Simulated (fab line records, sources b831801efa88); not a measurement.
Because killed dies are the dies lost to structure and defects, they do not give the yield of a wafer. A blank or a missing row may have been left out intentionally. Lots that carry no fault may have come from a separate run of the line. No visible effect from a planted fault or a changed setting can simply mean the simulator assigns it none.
Struck lot and sound lot, side by side + flow gf180mcu + 21 out of 602 route steps
Sound: these wafers, L642.1, L642.2, L642.3. Wafers L645.2, L645.3, L645.4 were the ones struck. The cause is given at the end.
At each step with rows: each side's tool, then ch and its chambers, then its first start. Under that, the readings that differ: sound wafers + struck wafers + difference of the means + sigmas: that difference in standard deviations of wafers without a fault.
alike: words and numbers the same on both sides, and readings whose means are apart by under 2 such deviations; not compared: readings that were withheld, readings missing a value for some wafer, numbers with overlapping values and no deviation given by the record, and bounds like >300 which may hide the same value.
A row with sigmas, a row that says differs or no value, or rows on one side alone: a step with any of these is where the two part. Numbers that have no deviation but don't overlap get no sigmas and don't part them. Lack of a reading on every wafer of one side parts them only where that side has two or more wafers.

first, 1 step without rows for these wafers: GF_HV_LDD_CLEAN_51 (cleans in SC1/SC2, time 150 s).
GF_HV_LDD_RTA_52: time 10 s.
  sound on rtpAnneal-02 ch 0, day 14 19:47; struck on rtpAnneal-02 ch 0, day 15 18:12
  alike: lampPowerPct, wafer_temp_C_max
then, 1 step without rows for these wafers: GF_HV_LDD_CVD_54 (deposits SiO2 from TEOS, target thk 10 nm, time 75 s).
GF_HV_LDD_THK_MEAS_55:
  sound: filmMetro-02 at day 14 21:11; struck: filmMetro-02 at day 15 19:25
| reading                | sound             | struck          | difference | sigmas |
|------------------------|-------------------|-----------------|------------|--------|
| HV_LDD_CVD_54_THK (nm) | 10.34 10.50 10.21 | 9.87 10.00 9.95 | -0.41      | -2     |
then, 1 step without rows for these wafers: GF_HV_LDD_CVD_56 (deposits Si3N4 from DCS/NH3, target thk 90 nm, time 1543 s).
GF_HV_LDD_THK_MEAS_57:
  sound: filmMetro-01 at day 14 23:26; struck: filmMetro-02 at day 15 20:53
  alike: HV_LDD_CVD_56_THK
GF_HV_LDD_ETCHBACK_58: etches Si3N4 in CH3F/O2, stops on SiO2, time 100 s, target depth 90 nm.
  sound on rieDiel-03 ch 0,1,3, day 14 23:30; struck on rieDiel-04 ch 1,2,3, day 15 20:56
  alike: drypumpMotorCurrentA, oesProductAu, rfFwdPowerW, throttleValvePct
  not compared: rfHoursCounterH
then, 4 steps without rows for these wafers: GF_NSD_DEHYDRATE_00 (time 60 s); GF_NSD_HMDS_01 (prime time 60 s); GF_NSD_COAT_02 (resist thk 984.2 nm); GF_NSD_SOFTBAKE_03 (time 60 s).
GF_NSD_EXPOSE_04: exposes mask Nplus, target cd 400 nm.
  sound on ilineStepper-02 ch 0, day 15 10:26; struck on ilineStepper-01 ch 0, day 16 08:18
| reading | sound                   | struck                                          | difference | sigmas |
|---------|-------------------------|-------------------------------------------------|------------|--------|
| mask    | Nplus#0 Nplus#0 Nplus#0 | Pplus_HV_AREA#0 Pplus_HV_AREA#0 Pplus_HV_AREA#0 | differs    |        |
  alike: exposureDoseMJCm2
then, 2 steps without rows for these wafers: GF_NSD_PEB_05; GF_NSD_DEVELOP_06 (develop time 60 s).
GF_NSD_CD_MEAS_07: target cd 400 nm.
  sound: cdSem-01 at day 15 20:59; struck: cdSem-02 at day 16 19:15
| reading   | sound             | struck | difference                    | sigmas |
|-----------|-------------------|--------|-------------------------------|--------|
| cdNm (nm) | 401.5 402.1 403.0 | - - -  | no value on the struck wafers |        |
GF_NSD_OVL_MEAS_08:
  sound: overlay-01 at day 15 21:06; struck: overlay-02 at day 16 19:21
| reading      | sound          | struck | difference                    | sigmas |
|--------------|----------------|--------|-------------------------------|--------|
| NSD_OVL (nm) | -3.0 -3.6 -0.8 | - - -  | no value on the struck wafers |        |
then, 2 steps without rows for these wafers: GF_NSD_IMPLANT_09; GF_NSD_IMPLANT_10.
GF_NSD_STRIP_11: strips in O2/N2.
  sound on plasmaAsher-02 ch 0,1, day 15 21:26; struck on plasmaAsher-01 ch 0,1, day 16 19:41
| reading                  | sound             | struck            | difference | sigmas |
|--------------------------|-------------------|-------------------|------------|--------|
| stripTimeToEndpointS (s) | 22.74 22.75 22.71 | 22.82 22.80 22.85 | +0.09      | +3     |
  alike: drypumpMotorCurrentA, heaterPowerW, oesProductAu
  not compared: rfHoursCounterH
GF_NSD_TW_MEAS_12:
  sound: filmMetro-01 at day 15 21:32; struck: filmMetro-02 at day 16 19:47
| reading | sound          | struck   | difference | sigmas      |
|---------|----------------|----------|------------|-------------|
| NSD_TW  | 4263 4252 4253 | 30 30 30 | -4226      | -99 or more |
then, 1 step without rows for these wafers: GF_PSD_DEHYDRATE_00 (time 60 s).

## WHERE THEY PART
Last at GF_NSD_TW_MEAS_12 as far as this record goes, first at GF_HV_LDD_THK_MEAS_55.

WHY: the cause the simulator had injected
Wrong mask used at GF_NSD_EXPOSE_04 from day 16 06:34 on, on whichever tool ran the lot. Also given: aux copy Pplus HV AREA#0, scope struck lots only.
